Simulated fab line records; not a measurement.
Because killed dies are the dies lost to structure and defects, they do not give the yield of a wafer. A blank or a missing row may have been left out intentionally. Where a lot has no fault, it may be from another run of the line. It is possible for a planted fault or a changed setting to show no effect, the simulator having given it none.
A struck lot beside a sound one :: flow sky130 :: 15 out of 708 route steps
Sound: these wafers, L439.4, L439.5, L439.6. Struck: wafer L452.4 (left out: L452.5, L452.6 of the same lot, which were not struck); the cause appears at the end.
Per side, at each step with rows, come the tool, then ch with its chambers, and then its first start. Under that, the readings that differ: sound wafers :: struck wafers :: difference of the means :: sigmas: that difference in standard deviations of wafers without a fault.
alike: readings with means less than 2 such deviations apart, plus words and numbers identical on both sides. not compared: withheld readings, readings lacking a value on some wafer, bounds such as >300 that could conceal the same value, and numbers that have no deviation in the record and whose values overlap.
Wherever a step has rows on one side only, a row that says differs or no value, or a row with sigmas, the two part there. Numbers that don't overlap but have no deviation are shown without sigmas and don't part them. A reading missing from all wafers of one side parts the sides only when that side holds two or more wafers.

SKY_VIA1_OVL_MEAS_13:
  sound: overlay-01 at day 33 14:38; struck: overlay-02 at day 38 08:41
  alike: VIA1_OVL
SKY_VIA1_ETCH_14: etches BARC in N2/H2, stops on SiO2, time 45.9 s, target depth 60 nm.
  sound on rie diel-02 ch 0,1,2, day 33 14:38; struck on rie diel-04 ch 3, day 38 08:42
reading: drypump motor current A (A)
sound: 5.8 5.0 5.7
struck: 6.6
difference: +1.1
sigmas: +2
  alike: oes product au, throttle valve pct
  not compared: rf hours counter h
SKY_VIA1_ETCH_15: etches SiO2 in C4F8/O2/Ar, stops on TiN, target depth 351 nm, time 54 s.
  sound on rie diel-02 ch 0,1,2, day 33 14:41; struck on rie diel-04 ch 3, day 38 08:44
  alike: oes product au
  not compared: rf hours counter h
SKY_VIA1_STRIP_16: strips in O2/N2.
  sound on plasma asher-04 ch 0,1, day 33 14:46; struck on plasma asher-04 ch 0, day 38 08:49
reading: oes product au (a.u.)
sound: 0.426 0.425 0.418
struck: 0.413
difference: -0.010
sigmas: -2
  alike: drypump motor current A, strip time to endpoint s
  not compared: rf hours counter h
then, 4 steps without rows for these wafers: SKY_VIA1_STRIP_17 (strips in post etch residue remover, time 1200 s); SKY_VIA1_CLEAN_18 (cleans in IPA, time 180 s); SKY_VIA1_CLEAN_19 (cleans in O3/DIW); SKY_VIA1_SPUTTER_20 (material TiN, target thk 20 nm, time 80 s).
SKY_VIA1_CVD_21: deposits W, target thk 270 nm, time 80.902 s.
  sound on cvd w-01 ch 1, day 33 15:29; struck on cvd w-02 ch 1, day 38 09:31
reading: heater power w (W)
sound: 879 921 880
struck: 776
difference: -117
sigmas: -3
  alike: susceptor temp C
SKY_VIA1_RS_MEAS_22: a four-point-probe measurement.
  sound: film metro-02 at day 33 15:38; struck: film metro-04 at day 38 09:38
  alike: VIA1_W_RS
SKY_VIA1_THK_MEAS_23: measures by xrf.
  sound: film metro-02 at day 33 15:43; struck: film metro-04 at day 38 09:43
  alike: VIA1_W_THK
then, 1 step without rows for these wafers: SKY_VIA1_CMP_24 (polishes, stops on SiO2, t overpolish 15 s, target thk 0 nm).
SKY_METAL2_SPUTTER_00: material Ti, target thk 15 nm, time 10 s.
  sound: pvd sputter-04 at day 33 16:03; struck: pvd sputter-04 at day 38 10:03
reading: model.Ti_of_METAL2_SPUTTER_00.thk nm (nm)
sound: 15.01 15.02 15.08
struck: 11.9
difference: -3.1
sigmas: 
  alike: cathode dc power W, throttle valve pct
SKY_METAL2_SPUTTER_01: material TiN, target thk 20 nm, time 16.7 s.
  sound: pvd sputter-04 at day 33 16:04; struck: pvd sputter-04 at day 38 10:04
  alike: cathode dc power W, throttle valve pct
following that, these wafers have no rows for 1 step: SKY_PAD_OPEN_PROBE_99.

## WHERE THEY PART
Last at SKY_VIA1_CVD_21 as far as this record goes, first at SKY_VIA1_ETCH_14. Later steps at which nothing parts them and some readings are alike: SKY_VIA1_RS_MEAS_22, SKY_VIA1_THK_MEAS_23, SKY_METAL2_SPUTTER_00, SKY_METAL2_SPUTTER_01.

WHY: what had been put in by the simulator
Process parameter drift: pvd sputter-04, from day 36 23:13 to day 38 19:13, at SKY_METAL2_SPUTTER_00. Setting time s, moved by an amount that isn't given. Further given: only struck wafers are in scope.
